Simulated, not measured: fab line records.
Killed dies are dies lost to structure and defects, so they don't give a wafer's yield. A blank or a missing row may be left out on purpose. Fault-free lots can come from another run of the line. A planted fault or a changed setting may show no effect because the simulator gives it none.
A single fault, viewed from 2 desks :: flow sfqLine :: each desk holds nothing but its own numbers, with what lay behind them at the end

== DESK OF THE TOOL OWNER: pvdSputter-03 ==
The tool's own readings at SFQ_TRILAYER_M1_DEP_SPUTTER_037 (material Nb, target thk 200 nm, time 133.3 s): means of the sampled wafers that have a number, for each lot that ran on this tool. The brackets show how far a lot's mean lies from the usual mean; more than 4 standard deviations puts the lot out of limits, marked OUT.
Columns: A = throttleValvePct at SFQ_TRILAYER_M1_DEP_SPUTTER_037, usual 30.0 %
lot: L849
first seen here: day 12 20:09
A: 29.6

lot: L862
first seen here: day 16 14:52
A: 30.3
Finding of this desk: none of the 2 lots has anything out of limits.

== FROM THE METROLOGY DESK ==
Means of the sampled wafers that have a number, per lot and without regard to the tool the lot ran on: this is what the gauges read. The brackets show how far a lot's mean lies from the usual mean; more than 4 standard deviations puts the lot out of limits, marked OUT.
Columns: A = I0_OVL at SFQ_I0_OVL_MEAS_908, usual 2 nm; B = M1_NB_RS at SFQ_M1_RS_MEAS_909, usual 0.891 ohm/sq; C = M1_OVL at SFQ_M1_OVL_MEAS_911, usual -2 nm; D = I1_BOW at SFQ_I1_BOW_MEAS_912, usual 2 um; E = I1_OVL at SFQ_I1_OVL_MEAS_913, usual -8 nm; F = M8_BOW at SFQ_M8_BOW_MEAS_951, usual 5 um
lot: L843
first seen here: day 11 10:45
A: 8
B: 0.891
C: -3
D: -0
E: -5
F: 8

lot: L849
first seen here: day 12 19:08
A: -2
B: 0.911
C: -12
D: 18
E: -4
F: 21

lot: L851
first seen here: day 13 08:20
A: 5
B: 0.901
C: 2
D: 5
E: 0
F: 7

lot: L862
first seen here: day 16 13:48
A: -5
B: 0.899
C: 2
D: 8
E: -1
F: 2

lot: L864
first seen here: day 17 00:37
A: -1
B: 0.902
C: 4
D: -8
E: -9
F: -2
Finding of this desk: none of the 5 lots has anything out of limits.

== BROUGHT TOGETHER ==
The tool owner's desk saw nothing out of limits.
Metrology desk: nothing out of limits seen.

== WHAT THE SIMULATOR HAD PUT IN ==
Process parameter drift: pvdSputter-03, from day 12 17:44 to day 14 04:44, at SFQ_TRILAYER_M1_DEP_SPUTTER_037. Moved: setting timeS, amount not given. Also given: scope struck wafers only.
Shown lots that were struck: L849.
